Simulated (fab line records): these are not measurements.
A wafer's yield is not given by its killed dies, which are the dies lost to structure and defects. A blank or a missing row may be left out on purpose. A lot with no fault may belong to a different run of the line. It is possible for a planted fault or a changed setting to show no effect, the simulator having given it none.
Struck lot and sound lot, side by side | flow sky130 | 43 steps out of a route of 708
Sound: the wafers L242.1, L242.4, L242.6. Wafers struck: L257.2, L257.3, L257.5. The cause is given at the end.
Each step with rows lists, per side, the tool, then ch with its chambers, then its first start. Under that, the readings that differ: sound wafers | struck wafers | difference of the means | sigmas: that difference in standard deviations of wafers without a fault.
alike: readings whose means differ by less than 2 such deviations, and words and numbers that are the same on both sides. not compared: withheld readings, readings that some wafer has no value for, bounds like >300 that may hide the same value, and numbers for which the record gives no deviation and whose values overlap.
Wherever a step has rows on one side only, a row that says differs or no value, or a row with sigmas, the two part there. When numbers do not overlap yet have no deviation, they are printed without sigmas and do not part them. A reading that every wafer of one side lacks parts them only if that side has two wafers or more.

first, 8 steps without rows for these wafers: SKY_FIELD_ISO_DEHYDRATE_05 (time 60 s); SKY_FIELD_ISO_HMDS_06 (prime time 60 s); SKY_FIELD_ISO_COAT_07 (resist thk 60 nm); SKY_FIELD_ISO_COAT_08 (resist thk 450 nm); SKY_FIELD_ISO_SOFTBAKE_09 (time 90 s); SKY_FIELD_ISO_EXPOSE_10 (exposes mask FOM, target cd 150 nm); SKY_FIELD_ISO_PEB_11; SKY_FIELD_ISO_DEVELOP_12 (develop time 60 s).
SKY_FIELD_ISO_CD_MEAS_13 targets a cd of 150 nm.
  sound on cd-sem-02, day 3 16:17; struck on cd-sem-02, day 6 19:13
  alike: cd-nm
SKY_FIELD_ISO_ETCH_14: etches BARC in N2/H2, stops on SiO2, time 45.9 s, target depth 60 nm.
  sound on rie-diel-02 ch 1,2,3, day 3 16:24; struck on rie-diel-04 ch 0,2,3, day 6 19:19
  alike: drypump-motor-current-A, oes-product-au, throttle-valve-pct
  not compared: rf-hours-counter-h
SKY_FIELD_ISO_ETCH_15: etches the open film in CHF3/O2, stops on Si, target depth 180 nm, time 72 s.
  sound on rie-diel-02 ch 1,2,3, day 3 16:26; struck on rie-diel-04 ch 0,2,3, day 6 19:22
  alike: drypump-motor-current-A, oes-product-au, throttle-valve-pct
  not compared: rf-hours-counter-h
SKY_FIELD_ISO_STRIP_16: strips in O2/N2.
  sound on plasma-asher-03 ch 0,1, day 3 16:30; struck on plasma-asher-02 ch 0, day 6 19:25
  reading               | sound             | struck            | difference | sigmas
  oes-product-au (a.u.) | 0.379 0.379 0.391 | 0.375 0.372 0.373 | -0.010     | -2
  alike: drypump-motor-current-A, strip-time-to-endpoint-s
  not compared: rf-hours-counter-h
SKY_FIELD_ISO_ETCH_17: etches Si in HBr/Cl2/O2, target depth 342 nm, time 97.7 s.
  sound on rie-si-02 ch 0,1, day 3 16:36; struck on rie-si-02 ch 2,3, day 6 19:31
  alike: drypump-motor-current-A, mfc-cl2-sccm, oes-product-au, throttle-valve-pct
  not compared: rf-hours-counter-h
then, 5 steps without rows for these wafers: SKY_FIELD_ISO_WET_ETCH_18 (etches Si3N4 in H3PO4, target depth 25 nm, time 286 s); SKY_FIELD_ISO_CLEAN_19 (cleans in SC1/SC2, time 150 s); SKY_FIELD_ISO_CLEAN_20 (cleans in dHF, time 20 s); SKY_FIELD_ISO_WET_ETCH_21 (etches SiO2 in dHF, target depth 20 nm, time 400 s); SKY_FIELD_ISO_OXIDATION_22 (stabilise 600 s, purge 300 s, target thk 10 nm).
SKY_FIELD_ISO_THK_MEAS_23:
  sound on film-metro-02, day 3 18:51; struck on film-metro-03, day 6 21:03
  alike: FIELD_ISO_OXIDATION_01_THK
then, 1 step without rows for these wafers: SKY_FIELD_ISO_CVD_24 (deposits SiO2, target thk 595 nm, time 99.2 s).
SKY_FIELD_ISO_THK_MEAS_25:
  sound on film-metro-01, day 3 18:59; struck on film-metro-02, day 6 21:11
  alike: FIELD_ISO_CVD_24_THK
then, 1 step without rows for these wafers: SKY_FIELD_ISO_ANNEAL_26 (time 1800 s).
SKY_FIELD_ISO_CMP_27: polishes, stops on Si3N4, t overpolish 16 s, target thk 457.8 nm.
  sound on cmp-01 ch 0,1, day 3 20:32; struck on cmp-01 ch 0,2, day 6 23:36
  alike: motor-current-A, overpolish-run-s, platen-rpm, time-to-endpoint-s
then, 5 steps without rows for these wafers: SKY_FIELD_ISO_WET_ETCH_28 (etches SiO2 in dHF, target depth 23.7 nm, time 47 s); SKY_FIELD_ISO_WET_ETCH_29 (etches Si3N4 in H3PO4, target depth 160 nm, time 1825 s); SKY_FIELD_ISO_WET_ETCH_30 (etches SiO2 in dHF, target depth 25 nm, time 50 s); SKY_NWELL_CLEAN_00 (cleans in SC1/SC2, time 150 s); SKY_NWELL_OXIDATION_01 (stabilise 600 s, purge 300 s, target thk 10 nm).
SKY_NWELL_THK_MEAS_02:
  sound on film-metro-01, day 3 23:03; struck on film-metro-03, day 7 02:29
  alike: NWELL_OXIDATION_THK
then, 8 steps without rows for these wafers: SKY_DNWELL_DEHYDRATE_00 (time 60 s); SKY_DNWELL_HMDS_01 (prime time 60 s); SKY_DNWELL_COAT_02 (resist thk 3000 nm); SKY_DNWELL_SOFTBAKE_03; SKY_DNWELL_EXPOSE_04 (exposes mask DNM, target cd 3000 nm); SKY_DNWELL_PEB_05; SKY_DNWELL_DEVELOP_06 (develop time 60 s); SKY_DNWELL_IMPLANT_07.
SKY_DNWELL_STRIP_08: strips in O2/N2.
  sound on plasma-asher-01 ch 0,1, day 4 16:33; struck on plasma-asher-04 ch 0,1, day 7 22:38
  alike: drypump-motor-current-A, oes-product-au, strip-time-to-endpoint-s
  not compared: rf-hours-counter-h
SKY_DNWELL_TW_MEAS_09:
  sound on film-metro-01, day 4 16:39; struck on film-metro-04, day 7 22:44
  alike: DNWELL_TW
then, 3 steps without rows for these wafers: SKY_PWDE_DEHYDRATE_00 (time 60 s); SKY_PWDE_HMDS_01 (prime time 60 s); SKY_PWDE_COAT_02 (resist thk 3000 nm).
-- the record jumps here: 43 days lie between the struck wafers' starts before and after (it left off in module PWDE and takes up again in module PAD_OPEN, whose first step shown is number 708 of the route) --
SKY_PAD_OPEN_PROBE_99:
  sound on prober-02, day 47 16:31; struck on prober-02, day 50 14:34
  reading             | sound    | struck     | difference | sigmas
  killed-at-front-end | 17 10 15 | 35 67 33   | +31        | +7
  killed-dies         | 96 63 92 | 101 138 92 | +27        | +3
  alike: killed_at_M0_to_M3, killed_at_M4_up, killed-at-contacts, killed-at-other, killed-open, killed-short

WHERE THEY PART
First at SKY_FIELD_ISO_STRIP_16; last, within this record, at SKY_PAD_OPEN_PROBE_99.

WHY: the cause the simulator had injected
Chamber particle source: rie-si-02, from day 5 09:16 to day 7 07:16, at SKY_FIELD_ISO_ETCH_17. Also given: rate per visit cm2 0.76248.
